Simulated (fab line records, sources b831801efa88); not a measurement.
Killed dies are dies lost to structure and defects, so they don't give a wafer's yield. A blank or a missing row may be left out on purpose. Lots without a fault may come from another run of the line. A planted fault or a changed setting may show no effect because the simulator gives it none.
A struck lot beside a sound one | flow sky130 | 14 steps out of a route of 708
Sound: wafers L292.1, L292.4, L292.5. Struck: wafers L286.2, L286.4, L286.6. The cause comes at the end.
At each step with rows: each side's tool, then ch and its chambers, then its first start. Under that, the readings that differ: sound wafers | struck wafers | difference of the means | sigmas: that difference in standard deviations of wafers without a fault.
alike: readings whose means differ by less than 2 such deviations, and words and numbers that are the same on both sides. not compared: withheld readings, readings that some wafer has no value for, bounds like >300 that may hide the same value, and numbers for which the record gives no deviation and whose values overlap.
The two part at a step that has a row with sigmas, a row that says differs or no value, or rows on one side only. Numbers that don't overlap but have no deviation are shown without sigmas and don't part them. A reading that every wafer of one side lacks parts them only if that side has two wafers or more.

SKY_METAL4_SPUTTER_02: material AlCu, target thk 735 nm, time 39.1 s.
  sound on pvd_sputter-02, day 45 12:17; struck on pvd_sputter-02, day 44 06:50
  alike: throttle_valve_pct
SKY_METAL4_SPUTTER_03: material Ti, target thk 5 nm, time 3.3 s.
  sound on pvd_sputter-02, day 45 12:19; struck on pvd_sputter-02, day 44 06:52
  alike: throttle_valve_pct
SKY_METAL4_SPUTTER_04: material TiN, target thk 70 nm, time 58.3 s.
  sound on pvd_sputter-02, day 45 12:20; struck on pvd_sputter-02, day 44 06:53
  alike: throttle_valve_pct
SKY_CAP2M_CVD_00: deposits SiO2, target thk 15.5 nm.
  sound on pecvd-03 ch 0,1, day 45 12:23; struck on pecvd-03 ch 0,2, day 44 06:56
  alike: heater_power_w
SKY_CAP2M_THK_MEAS_01:
  sound on film_metro-02, day 45 12:25; struck on film_metro-02, day 44 06:59
  alike: CAP2M_CVD_00_THK
SKY_CAP2M_SPUTTER_02: material TiN, target thk 200 nm, time 166.7 s.
  sound on pvd_sputter-01, day 45 12:28; struck on pvd_sputter-01, day 44 07:02
  alike: throttle_valve_pct
SKY_CAP2M_RS_MEAS_03: measures by four-point-probe.
  sound on film_metro-03, day 45 12:35; struck on film_metro-03, day 44 07:10
  alike: CAP2M_TIN_RS
SKY_CAP2M_THK_MEAS_04: measures by xrf.
  sound on film_metro-03, day 45 12:42; struck on film_metro-03, day 44 07:16
  alike: CAP2M_TIN_THK
then, 4 steps without rows for these wafers: SKY_CAP2M_DEHYDRATE_05 (time 60 s); SKY_CAP2M_HMDS_06 (prime time 60 s); SKY_CAP2M_COAT_07 (resist thk 1140 nm); SKY_CAP2M_SOFTBAKE_08 (time 60 s).
SKY_CAP2M_EXPOSE_09: exposes mask CAP2M, target cd 1000 nm.
  sound on iline_stepper-01 ch 0, day 45 23:46; struck on iline_stepper-01, day 44 18:16
  no value came back on the struck wafers for exposure_dose_mJ_cm2, focus_offset_nm (nm), reticle_temp_C (C); on the sound wafers exposure_dose_mJ_cm2 reads 158.99 158.68 158.99
  alike: mask
then, 1 step without rows for these wafers: SKY_CAP2M_PEB_10.

WHERE THEY PART
Only at SKY_CAP2M_EXPOSE_09, within this record.

WHY: what the simulator had put in
Skipped step whole: iline_stepper-01, from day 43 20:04 on, at SKY_CAP2M_EXPOSE_09. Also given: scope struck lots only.
